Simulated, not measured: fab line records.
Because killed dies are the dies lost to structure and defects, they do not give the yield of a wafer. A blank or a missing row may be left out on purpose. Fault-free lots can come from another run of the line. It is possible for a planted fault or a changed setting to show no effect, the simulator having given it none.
Which tool is to blame? | flow gf180mcu | 12 lots, 36 wafers sampled, at 5 steps of a route of 602

== WHAT THE GAUGES SHOWED, per wafer ==
GF_STI_THK_MEAS_04.
lot  | measured    | on            | STI_CVD_03_THK (nm)
L156 | day 1 14:12 | film_metro-02 | 194.3 193.3 193.5
L157 | day 1 18:34 | film_metro-01 | 196.1 197.3 195.3
L159 | day 2 06:37 | film_metro-04 | 199.3 195.0 197.9
L160 | day 2 09:34 | film_metro-02 | 195.7 197.9 196.8
L164 | day 3 07:03 | film_metro-02 | 239.8 240.5 239.7 239.7 240.5 239.8
L165 | day 3 10:35 | film_metro-02 | 240.0 238.5 237.9 239.9 238.6 237.9
L166 | day 3 15:34 | film_metro-02 | 239.4 237.5 238.9 239.5 237.4 239.2
L169 | day 4 07:53 | film_metro-04 | 198.5 197.3 198.9
L172 | day 5 01:08 | film_metro-01 | 199.5 198.0 198.2
L175 | day 5 17:41 | film_metro-04 | 194.7 196.0 196.3
L178 | day 6 05:32 | film_metro-01 | 196.7 195.4 195.5
L179 | day 6 08:34 | film_metro-04 | 195.1 193.7 192.0

GF_V3_OVL_MEAS_15.
lot  | measured     | on         | V3_OVL (nm)
L156 | day 22 08:22 | overlay-02 | 4 10 4
L157 | day 22 17:46 | overlay-02 | 9 2 -3
L159 | day 23 15:51 | overlay-01 | 6 12 6
L160 | day 24 00:12 | overlay-01 | -5 -2 -5
L164 | day 25 08:22 | overlay-02 | 11 17 11
L165 | day 25 16:58 | overlay-01 | 6 0 4
L166 | day 26 06:45 | overlay-02 | -11 -4 -6
L169 | day 27 17:43 | overlay-01 | -5 -8 -6
L172 | day 28 05:52 | overlay-01 | 8 12 12
L175 | day 29 05:28 | overlay-01 | -8 -14 -5
L178 | day 29 19:07 | overlay-01 | -3 2 2
L179 | day 29 22:02 | overlay-01 | 4 0 2

GF_V4_CD_MEAS_14: target cd 260 nm.
lot  | measured     | on        | cd_nm (nm)
L156 | day 24 09:44 | cd_sem-02 | 261.3 260.7 261.0
L157 | day 24 18:14 | cd_sem-01 | 259.2 259.2 260.1
L159 | day 25 15:18 | cd_sem-02 | 260.2 258.8 258.8
L160 | day 25 23:26 | cd_sem-01 | 260.7 259.6 259.0
L164 | day 27 05:41 | cd_sem-02 | 257.4 257.8 257.3
L165 | day 27 13:37 | cd_sem-02 | 262.9 260.9 261.2
L166 | day 28 01:59 | cd_sem-01 | 260.6 261.4 260.1
L169 | day 29 12:03 | cd_sem-01 | 259.8 259.5 261.6
L172 | day 29 23:38 | cd_sem-02 | 259.0 259.8 259.6
L175 | day 30 21:35 | cd_sem-02 | 259.4 259.4 259.0
L178 | day 31 10:01 | cd_sem-02 | 259.4 259.6 259.7
L179 | day 31 12:50 | cd_sem-02 | 259.6 259.2 258.0

== TOOL THAT RAN EACH LOT (tool first, then ch and the chambers of the sampled wafers, then the start) ==
lot  | GF_STI_CVD_03              | GF_STI_ETCH_13
L156 | lpcvd-02 ch 1, day 1 12:11 | rie_diel-03 ch 0,2,3, day 2 01:49
L157 | lpcvd-01 ch 1, day 1 16:34 | rie_diel-02 ch 2,3, day 2 06:43
L159 | lpcvd-02 ch 0, day 2 04:37 | rie_diel-02 ch 0,1,2, day 2 18:52
L160 | lpcvd-01 ch 0, day 2 07:34 | rie_diel-03 ch 0,2,3, day 2 22:46
L164 | lpcvd-01 ch 1, day 3 05:04 | rie_diel-03 ch 0,2,3, day 3 20:16
L165 | lpcvd-01 ch 1, day 3 08:34 | rie_diel-03 ch 0,2, day 3 23:34
L166 | lpcvd-01 ch 0, day 3 13:35 | rie_diel-02 ch 2,3, day 4 05:01
L169 | lpcvd-02 ch 1, day 4 05:54 | rie_diel-03 ch 0,1,2, day 4 21:49
L172 | lpcvd-02 ch 0, day 4 23:09 | rie_diel-03 ch 0,2,3, day 5 14:55
L175 | lpcvd-02 ch 0, day 5 15:41 | rie_diel-01 ch 0,1, day 6 08:07
L178 | lpcvd-01 ch 0, day 6 03:32 | rie_diel-03 ch 0,1, day 6 20:13
L179 | lpcvd-02 ch 0, day 6 06:34 | rie_diel-03 ch 0,2, day 7 00:25
- GF_STI_CVD_03: deposits Si3N4 from DCS/NH3, target thk 207.16 nm, time 3551 s.
- GF_STI_ETCH_13: etches the open film in CHF3/O2, stops on Si, target depth 282.31 nm, time 112.9 s.

== AS READ BY THE TOOLS THEMSELVES (means over the sampled wafers that have a number; for cases with no such wafer, the mark the record gives instead) ==
GF_STI_CVD_03.
lot  | tool     | spike_tc_upper_C (C)
L156 | lpcvd-02 | 765.5
L157 | lpcvd-01 | 769.0
L159 | lpcvd-02 | 769.3
L160 | lpcvd-01 | 767.5
L164 | lpcvd-01 | 768.9
L165 | lpcvd-01 | 768.7
L166 | lpcvd-01 | 766.4
L169 | lpcvd-02 | 766.0
L172 | lpcvd-02 | 769.5
L175 | lpcvd-02 | 768.6
L178 | lpcvd-01 | 766.9
L179 | lpcvd-02 | 769.2

GF_STI_ETCH_13.
lot  | tool        | O2_flow_sccm (sccm) | bias_w (W) | drypump_motor_current_A (A) | oes_product_au (a.u.) | throttle_valve_pct (%)
L156 | rie_diel-03 | 4.998               | 200.3      | 5.7                         | 0.801                 | 8.810
L157 | rie_diel-02 | 4.997               | 199.6      | 5.0                         | 0.811                 | 8.810
L159 | rie_diel-02 | 4.998               | 200.0      | 5.7                         | 0.812                 | 8.810
L160 | rie_diel-03 | 4.990               | 199.5      | 5.6                         | 0.812                 | 8.804
L164 | rie_diel-03 | 4.991               | 200.0      | 5.7                         | 0.904                 | 8.828
L165 | rie_diel-03 | 4.992               | 200.8      | 5.5                         | 0.899                 | 8.830
L166 | rie_diel-02 | 5.006               | 199.4      | 5.0                         | 0.900                 | 8.830
L169 | rie_diel-03 | 5.005               | 200.4      | 5.8                         | 0.815                 | 8.799
L172 | rie_diel-03 | 4.996               | 200.7      | 5.6                         | 0.817                 | 8.810
L175 | rie_diel-01 | 4.997               | 200.3      | 5.7                         | 0.808                 | 8.812
L178 | rie_diel-03 | 5.001               | 199.9      | 5.4                         | 0.810                 | 8.803
L179 | rie_diel-03 | 4.990               | 200.4      | 5.6                         | 0.800                 | 8.795

== THE ANSWER, worked out from the rows above alone ==
Rule: the lots themselves supply what counts as usual. The widest of any qualifying gaps counts: lots, ordered by their means at a reading, are off when they make up no more than a third of the lots, leave a main group of 4 or more, and stand apart from it by 3 or more times the standard deviation of that group's means. The tables above print the reading to a certain number of digits; a main group whose means all agree to those digits is not used. Also off: a lot with no number at a reading for which 4 or more lots have one. The other lots that the step has rows for count as sound. Order of review: gauges by route order, followed by the tools' own readings, for which a lot's mean as printed above is used. At the first step where some lot is off, the reading lying furthest off is the one used; lots without a number count as furthest.
Off: at GF_STI_THK_MEAS_04 (STI_CVD_03_THK), L164, L165, L166. Main group: mean 196.2 nm, sd 1.7.
A tool fits if, at a process step before that reading, it ran every lot that is off, and no sound lot after the first of them. Not tried: the gauges at GF_STI_THK_MEAS_04; whatever is off there is also off at GF_STI_ETCH_13, on other tools, and gauge error can't account for it. Not one of the candidates tried fits.

== WHAT THE SIMULATOR PUT IN ==
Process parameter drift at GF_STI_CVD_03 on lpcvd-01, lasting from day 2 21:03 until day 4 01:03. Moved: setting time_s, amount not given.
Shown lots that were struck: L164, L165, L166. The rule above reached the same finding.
